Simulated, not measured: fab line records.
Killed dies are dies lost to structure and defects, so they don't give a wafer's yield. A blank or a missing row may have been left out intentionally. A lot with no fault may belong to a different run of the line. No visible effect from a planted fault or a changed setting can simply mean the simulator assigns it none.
fab line records	flow sky130
record lots=6	wafers=18	last_day=50
route steps=708 shown VIA3@587 METAL4@598 PAD_OPEN@708
lots that met no fault: taken from a fault-free run of the same line
start_h: the number of hours between the record's first day and the start of the first shown wafer of the lot	wait_h: how many hours have passed since the lot's step before this one	" the same as in the row above	L1.1+2: a row that stands for several wafers	- no value, or no start given	* or withheld: withheld	< > ~ a bound
route shown NAME@n: a module of which the file shows steps, and the number in the route of the first	usual: the fault-free wafers' mean and standard deviation	same: alike in all rows	chamber/n: place in a boat	sites: each site's reading	_std_site: standard deviation of those values	_edge_site: inner sites' mean taken away from outer sites' mean	radius_mm: how far each site lies from the wafer's centre	mask NAME#n: copy n	behind: the tool/chamber that last shaped the wafer	hold: why the lot was held/for how many hours/how that ended	device: the n, p or np transistor that did not switch	end of line: at the end of the route, the tests of the same wafers	for a step that has no rows: nothing shown but its recipe	killed: the dies lost at the first sort to structure and to defects; this is not the yield of the wafer	map: a wafer's dies, x killed, . not, _ none there
set.NAME: the setting that was run; set.NAME@STEP: the one run at that earlier step	model.NAME: the simulator's own value behind a step, which no gauge read
certain route steps with their lots: each step a table, each wafer a row
services: when a tool's chamber went out of use (start_h, in hours from the record's first day, below 0 if earlier), for how many hours, and the reason
## steps
# step SKY_VIA3_ETCH_14
# recipe chemistry=N2/H2	target=BARC	ion_energy_ev=200	source_w=500	bias_w=100	pressure_mtorr=30	n2_flow_sccm=100	h2_flow_sccm=200	stop_on=SiO2	time_s=45.9	target_depth_a=600
# usual chamber_pressure_mTorr=30.001/0.028	drypump_motor_current_A=5.6/0.42	oes_product_au=0.854/0.0049	throttle_valve_pct=13.226/0.0087
lot.wafer	tool	chamber	start_h	wait_h	chamber_pressure_mTorr	drypump_motor_current_A	oes_product_au	rf_hours_counter_h	throttle_valve_pct
L770.2	rie_diel-02	2	923.94	0.0	30.029	5.2	0.857	7	13.229
L770.3	"	0	"	"	30.002	5.5	0.856	9	13.224
L770.6	"	1	"	"	30.042	6.2	0.852	-	13.220
L777.2	rie_diel-02	3	975.63	0.0	29.981	5.8	0.869	25	13.225
L777.3	"	1	"	"	30.030	6.2	0.861	7	13.210
L777.6	"	2	"	"	30.051	5.2	0.855	-	13.232
L779.1	rie_diel-03	2	988.77	0.0	29.995	5.5	0.848	6	13.221
L779.2	"	1	"	"	30.011	6.3	0.859	8	13.214
L779.4	"	3	"	"	30.024	5.6	0.852	5	13.237
L787.1	rie_diel-03	3	1042.14	0.0	29.973	5.5	0.860	7	13.227
L787.5	"	0	"	"	29.981	5.4	0.853	-	13.220
L787.6	"	1	"	"	30.024	6.3	0.856	-	13.213
L789.2	rie_diel-04	1	1050.24	0.0	29.984	5.4	0.854	11	13.217
L789.3	"	3	"	"	29.966	6.3	0.852	7	13.214
L789.4	"	0	"	"	30.020	4.9	0.850	15	13.229
L793.2	rie_diel-04	3	1075.44	0.0	29.992	6.3	0.854	7	13.228
L793.4	"	2	"	"	30.002	5.5	0.862	16	13.209
L793.5	"	0	"	"	29.998	4.9	0.857	-	13.216
# step SKY_VIA3_ETCH_15
# recipe target=SiO2	chemistry=C4F8/O2/Ar	target_depth_nm=507	stop_on=TiN	mask_material=KrF-thick	source_w=1500	bias_w=1200	pressure_mtorr=40	c4f8_flow_sccm=withheld	O2_flow_sccm=6	Ar_flow_sccm=300	time_s=78
# step SKY_VIA3_STRIP_16
# recipe chemistry=O2/N2	power_w=1400	pressure_mtorr=1500	platen_temp_c=withheld	o2_flow_sccm=3000	n2_flow_sccm=300	overash_fraction=0.5
# step SKY_VIA3_STRIP_17
# recipe chemistry=post_etch_residue_remover	time_s=1200	temp_c=72.5
# step SKY_VIA3_CLEAN_18
# recipe chemistry=IPA	time_s=180	temp_c=25
# step SKY_VIA3_CLEAN_19
# recipe chemistry=O3/DIW	dry=n2_spin
# step SKY_VIA3_SPUTTER_20
# recipe material=TiN	target_thk_nm=20	chamber_pressure_pa=5	power_w=4000	time_s=80
# usual cathode_dc_power_W=3999.9/0.75	throttle_valve_pct=29.6/1.1
lot.wafer	tool	chamber	start_h	wait_h	cathode_dc_power_W	throttle_valve_pct
L770.2	pvd_sputter-04	-	924.64	0.0	4000.5	31.8
L770.3	"	-	"	"	3999.3	27.9
L770.6	"	-	"	"	4000.2	28.2
L777.2	pvd_sputter-04	-	976.33	0.0	4000.1	31.6
L777.3	"	-	"	"	3999.2	28.4
L777.6	"	-	"	"	3998.9	28.8
L779.1	pvd_sputter-02	-	989.46	0.0	3999.2	29.1
L779.2	"	-	"	"	4001.2	30.0
L779.4	"	-	"	"	3999.6	30.6
L787.1	pvd_sputter-04	-	1042.85	0.0	4000.6	29.0
L787.5	"	-	"	"	4000.3	28.0
L787.6	"	-	"	"	3999.3	28.6
L789.2	pvd_sputter-02	-	1050.97	0.0	3999.2	30.7
L789.3	"	-	"	"	3999.8	29.3
L789.4	"	-	"	"	4000.3	30.2
L793.2	pvd_sputter-04	-	1076.15	0.0	4000.7	28.3
L793.4	"	-	"	"	3999.8	28.7
L793.5	"	-	"	"	4000.3	28.0
# step SKY_VIA3_CVD_21
# recipe material=W	target_thk_nm=390	time_s=117.31	temp_c=400	pressure_torr=40
# step SKY_VIA3_RS_MEAS_22
# recipe thk_meas_gauge=four-point-probe	reads=W_of_VIA3_CVD_21+TiN_of_VIA3_SPUTTER_20
# usual VIA3_W_RS=0.294/0.0031
lot.wafer	tool	chamber	start_h	wait_h	VIA3_W_RS[ohm/sq]
L770.2	film_metro-02	-	924.84	0.1	0.297
L770.3	"	-	"	"	0.295
L770.6	"	-	"	"	0.292
L777.2	film_metro-01	-	976.53	0.1	0.298
L777.3	"	-	"	"	0.296
L777.6	"	-	"	"	0.297
L779.1	film_metro-01	-	989.65	0.1	0.294
L779.2	"	-	"	"	0.292
L779.4	"	-	"	"	0.295
L787.1	film_metro-04	-	1043.04	0.1	0.298
L787.5	"	-	"	"	0.297
L787.6	"	-	"	"	0.295
L789.2	film_metro-01	-	1051.18	0.1	0.300
L789.3	"	-	"	"	0.297
L789.4	"	-	"	"	0.297
L793.2	film_metro-04	-	1076.36	0.1	0.293
L793.4	"	-	"	"	0.294
L793.5	"	-	"	"	0.297
# step SKY_VIA3_THK_MEAS_23
# recipe thk_meas_gauge=xrf	reads=W_of_VIA3_CVD_21
# usual VIA3_W_THK=393/7.6
lot.wafer	tool	chamber	start_h	wait_h	VIA3_W_THK[nm]
L770.2	film_metro-02	-	924.95	0.1	393
L770.3	"	-	"	"	397
L770.6	"	-	"	"	400
L777.2	film_metro-01	-	976.64	0.1	386
L777.3	"	-	"	"	389
L777.6	"	-	"	"	387
L779.1	film_metro-01	-	989.77	0.1	402
L779.2	"	-	"	"	403
L779.4	"	-	"	"	401
L787.1	film_metro-04	-	1043.16	0.1	382
L787.5	"	-	"	"	385
L787.6	"	-	"	"	384
L789.2	film_metro-01	-	1051.29	0.1	383
L789.3	"	-	"	"	394
L789.4	"	-	"	"	391
L793.2	film_metro-04	-	1076.47	0.1	391
L793.4	"	-	"	"	388
L793.5	"	-	"	"	386
# step SKY_VIA3_CMP_24
# recipe stop_on=SiO2	t_overpolish_s=20	down_force_psi=3.5	platen_rpm=60	target_thk_nm=0	pad_velocity_m_s=0.94248
# usual motor_current_A=11.1/1.6	overpolish_run_s=20.000/0.0088	retaining_ring_pressure_frac=0.999/0.0057	time_to_endpoint_s=94/3.4
lot.wafer	tool	chamber	start_h	wait_h	motor_current_A	overpolish_run_s	retaining_ring_pressure_frac	time_to_endpoint_s
L770.3	cmp-01	3	925.00	0.0	13.9	20.009	1.009	97
L770.2	"	1	"	"	11.4	20.014	1.006	96
L770.6	"	0	"	"	9.3	20.015	0.991	96
L777.3	cmp-02	2	976.86	0.2	13.1	20.018	0.995	94
L777.2	"	0	"	"	10.1	19.987	1.003	88
L777.6	"	1	"	"	11.9	19.993	0.994	87
L779.4	cmp-02	1	989.88	0.1	11.5	19.992	1.003	93
L779.1	"	2	"	"	13.4	19.994	0.992	96
L779.2	"	3	"	"	9.0	20.008	1.009	92
L787.1	cmp-01	3	1043.37	0.2	14.3	20.008	1.007	92
L787.6	"	0	"	"	9.2	20.008	1.001	87
L787.5	"	1	"	"	10.6	20.004	0.992	95
L789.3	cmp-02	3	1051.91	0.6	9.6	19.996	0.992	91
L789.2	"	0	"	"	10.6	19.993	0.995	97
L789.4	"	1	"	"	12.2	20.005	1.006	97
L793.4	cmp-01	2	1076.57	0.1	10.9	19.994	0.996	89
L793.2	"	0	"	"	9.5	19.993	0.995	90
L793.5	"	1	"	"	10.9	19.985	0.990	91
# step SKY_METAL4_SPUTTER_00
# recipe material=Ti	target_thk_nm=15	power_w=3000	time_s=10	chamber_pressure_pa=0.4
# usual cathode_dc_power_W=2999.9/0.56	throttle_valve_pct=30.2/0.93
lot.wafer	tool	chamber	start_h	wait_h	cathode_dc_power_W	throttle_valve_pct
L770.2	pvd_sputter-03	-	925.30	0.1	3000.1	31.9
L770.3	"	-	"	"	2999.8	29.8
L770.6	"	-	"	"	3000.2	30.6
L777.2	pvd_sputter-03	-	977.11	0.1	2999.2	30.3
L777.3	"	-	"	"	3000.5	31.9
L777.6	"	-	"	"	2999.5	32.2
L779.1	pvd_sputter-03	-	990.13	0.1	2999.7	30.0
L779.2	"	-	"	"	3000.6	29.3
L779.4	"	-	"	"	2999.5	30.6
L787.1	pvd_sputter-01	-	1043.52	0.1	3000.6	29.8
L787.5	"	-	"	"	3000.1	30.0
L787.6	"	-	"	"	2999.7	30.8
L789.2	pvd_sputter-01	-	1052.16	0.1	2998.9	29.1
L789.3	"	-	"	"	2999.3	30.0
L789.4	"	-	"	"	2999.8	31.0
L793.2	pvd_sputter-03	-	1076.82	0.1	2999.8	30.5
L793.4	"	-	"	"	3000.2	31.9
L793.5	"	-	"	"	3000.4	31.8
# step SKY_METAL4_SPUTTER_01
# recipe material=TiN	target_thk_nm=20	power_w=6500	time_s=16.7	chamber_pressure_pa=0.4
# usual cathode_dc_power_W=6500.0/1.3	throttle_valve_pct=30.2/0.93
lot.wafer	tool	chamber	start_h	wait_h	cathode_dc_power_W	throttle_valve_pct	model.TiN_of_METAL4_SPUTTER_01.thk_nm
L770.2	pvd_sputter-03	-	925.32	0.0	6500.2	32.0	20.16
L770.3	"	-	"	"	6499.7	29.5	20.17
L770.6	"	-	"	"	6501.0	30.8	19.89
L777.2	pvd_sputter-03	-	977.13	0.0	6501.5	30.6	20.11
L777.3	"	-	"	"	6499.7	32.0	20.07
L777.6	"	-	"	"	6498.9	32.1	11.36
L779.1	pvd_sputter-03	-	990.15	0.0	6500.3	30.1	11.57
L779.2	"	-	"	"	6498.8	29.6	19.96
L779.4	"	-	"	"	6499.5	30.5	20.02
L787.1	pvd_sputter-01	-	1043.54	0.0	6500.9	29.9	20.33
L787.5	"	-	"	"	6498.8	29.9	20.4
L787.6	"	-	"	"	6498.5	31.0	20.61
L789.2	pvd_sputter-01	-	1052.19	0.0	6499.9	29.1	20.12
L789.3	"	-	"	"	6500.3	29.7	20.1
L789.4	"	-	"	"	6500.9	30.7	20.24
L793.2	pvd_sputter-03	-	1076.84	0.0	6501.3	30.1	20.23
L793.4	"	-	"	"	6498.7	32.0	19.98
L793.5	"	-	"	"	6497.7	31.9	19.91
# step SKY_METAL4_SPUTTER_02
# recipe material=AlCu	target_thk_nm=735	power_w=10600	time_s=39.1	chamber_pressure_pa=0.4
# usual cathode_dc_power_W=10600/1.9	throttle_valve_pct=30.2/0.95
lot.wafer	tool	chamber	start_h	wait_h	cathode_dc_power_W	throttle_valve_pct
L770.2	pvd_sputter-03	-	925.35	0.0	10600	32.0
L770.3	"	-	"	"	10599	29.6
L770.6	"	-	"	"	10604	30.6
L777.2	pvd_sputter-03	-	977.15	0.0	10601	30.2
L777.3	"	-	"	"	10600	32.0
L777.6	"	-	"	"	10597	31.8
L779.1	pvd_sputter-03	-	990.17	0.0	10601	30.1
L779.2	"	-	"	"	10598	29.7
L779.4	"	-	"	"	10599	31.0
L787.1	pvd_sputter-01	-	1043.56	0.0	10603	29.9
L787.5	"	-	"	"	10601	29.9
L787.6	"	-	"	"	10602	30.9
L789.2	pvd_sputter-01	-	1052.22	0.0	10600	29.0
L789.3	"	-	"	"	10599	29.8
L789.4	"	-	"	"	10599	30.9
L793.2	pvd_sputter-03	-	1076.86	0.0	10600	30.4
L793.4	"	-	"	"	10599	32.1
L793.5	"	-	"	"	10601	31.9
# step SKY_PAD_OPEN_PROBE_99
# usual defect_limited_yield=82.3/2	killed_at_M0_to_M3=43/7.3	killed_at_M4_up=3.2/1.8	killed_at_contacts=24/5.8	killed_at_front_end=16/4.5	killed_at_other=0.3/0.53	killed_dies=87/9.9	killed_open=48/6.8	killed_short=39/6.9	sort_bin_3_pad_short=0.8/0.42	sort_bin_5_function=10.4/1.6	sort_bin_6_memory=6.4/1.2	sort_n_pass=405/9.9	sort_yield_pct=82.3/2
# same gross_dies=492	killed_at_back_side=0	sort_bin_4_leakage[%]=0	sort_bin_8_speed[%]=0
lot.wafer	tool	chamber	start_h	wait_h	defect_limited_yield[%]	killed_at_M0_to_M3	killed_at_M4_up	killed_at_contacts	killed_at_front_end	killed_at_other	killed_dies	killed_open	killed_short	sort_bin_3_pad_short[%]	sort_bin_5_function[%]	sort_bin_6_memory[%]	sort_n_pass	sort_yield_pct[%]
L787.1	prober-02	-	1168.05	0.1	83.3	38	2	27	15	0	82	47	35	0.8	10.8	5.1	410	83.3
L787.6	prober-02	-	1168.30	0.2	82.5	49	2	22	13	0	86	52	34	0.6	11.4	5.5	406	82.5
# killed by level:class
L787.1 CONTACT:geometric_particle:open=9 VIA1:geometric_particle:open=8 FIELD_ISO:geometric_particle:short=5 LI_CONTACT:geometric_particle:open=5 LOCAL_INTERCONNECT:geometric_particle:short=5 CONTACT:geometric_particle:short=5 METAL2:geometric_particle:short=5 VIA3:geometric_particle:open=5
L787.6 VIA3:geometric_particle:open=14 VIA1:geometric_particle:open=10 CONTACT:geometric_particle:open=10 LI_CONTACT:geometric_particle:open=4 VIA1:geometric_particle:short=4 VIA3:geometric_particle:short=4 FIELD_ISO:geometric_particle:short=3 POLY_GATE:geometric_particle:short=3
## services
tool	chamber	start_h	hours	kind
cmp-01	-	912.00	4.0	pm
cmp-01	-	916.00	-	consumable_replace:conditioner
cmp-01	-	916.00	-	consumable_replace:pad
cmp-01	-	923.52	1.3	repair
rie_diel-03	0	927.88	3.5	repair
pvd_sputter-03	-	966.99	1.4	repair
rie_diel-04	2	968.67	16.7	repair
cmp-01	-	970.87	0.7	repair
rie_diel-04	-	979.03	0.4	repair
cmp-02	-	982.27	5.7	repair
cmp-02	-	985.78	0.9	repair
rie_diel-02	3	988.49	2.6	repair
rie_diel-02	3	991.11	-	clean
rie_diel-03	3	992.40	1.3	repair
pvd_sputter-03	-	997.30	3.7	repair
cmp-01	-	1000.58	7.5	pm
rie_diel-04	2	1006.71	5.0	repair
rie_diel-02	1	1013.53	10.8	repair
rie_diel-03	-	1021.90	2.8	pm
rie_diel-04	1	1027.84	20.8	repair
cmp-02	-	1028.72	1.2	repair
cmp-01	-	1037.15	3.0	repair
cmp-01	-	1047.71	5.2	repair
pvd_sputter-01	-	1065.34	3.5	repair
## key
first_sign none at tools or gauges
model_effect step=SKY_METAL4_SPUTTER_01	value=TiN_of_METAL4_SPUTTER_01.thk_nm	without=20.12	struck=11.47
met_at SKY_METAL4_SPUTTER_01
struck_wafers L777.6,L779.1
onset_between 925.32 977.13
fault kind=process_parameter_drift	tool=pvd_sputter-03	chamber=-	onset_h=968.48	steps=SKY_METAL4_SPUTTER_01	channel=target_thk_nm	offset=-8.6509	shape=step	end_h=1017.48	scope=struck_wafers_only	acts_in=these_recipes_only	stated=20
